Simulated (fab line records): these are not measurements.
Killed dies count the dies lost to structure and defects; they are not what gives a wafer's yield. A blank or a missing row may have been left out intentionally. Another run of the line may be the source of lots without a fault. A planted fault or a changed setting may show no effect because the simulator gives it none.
Chamber matching | flow gf180mcu | GF_V1_CVD_02 on pecvd-04: 3 sister chambers
The step deposits SiO2 from TEOS, target thk 850 nm, time 94.851 s. 6 wafers are shown with their chamber, then 8 later ones without.

## WAFERS WITH THEIR CHAMBER
wafer  | chamber | heater_power_w (W)
L111.2 | 0       | 556
L112.4 | 1       | 715
L117.2 | 0       | 583
L117.3 | 2       | 693
L117.6 | 1       | 663
L120.3 | 2       | 697

## WAFERS WHOSE CHAMBER IS MISSING
wafer  | heater_power_w (W)
L120.5 | 721
L120.6 | 540
L131.1 | 657
L131.2 | 670
L131.4 | 715
L132.1 | 546
L132.3 | 635
L132.4 | 567

## THE CHAMBER EACH PASSED THROUGH
wafer  | from the rows above          | in truth
L120.5 | can't be placed: 2 or 1      | 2
L120.6 | 0                            | 0
L131.1 | can't be placed: 1 or 2      | 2
L131.2 | can't be placed: 1 or 2      | 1
L131.4 | can't be placed: 2 or 1      | 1
L132.1 | 0                            | 0
L132.3 | can't be placed: 1 or 2 or 0 | 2
L132.4 | 0                            | 0
Correctly placed: 3 of 8. These rows do not allow placing 5 (true chamber among the candidates in 5). Placed wrongly: 0.
How it was worked out, from the rows above alone: a wafer's distance from a chamber is the root of the sum, over the readings, of the square of ((its reading less the chamber's mean) divided by the reading's scatter). The wafer belongs to the nearest chamber; if the next one is less than 2 further off, it can't be placed. Each chamber's mean is taken over the wafers shown for it. The scatter: take each reading less its chamber's mean, square it, sum over the shown wafers, divide by the number of wafers less the number of chambers, and take the root.
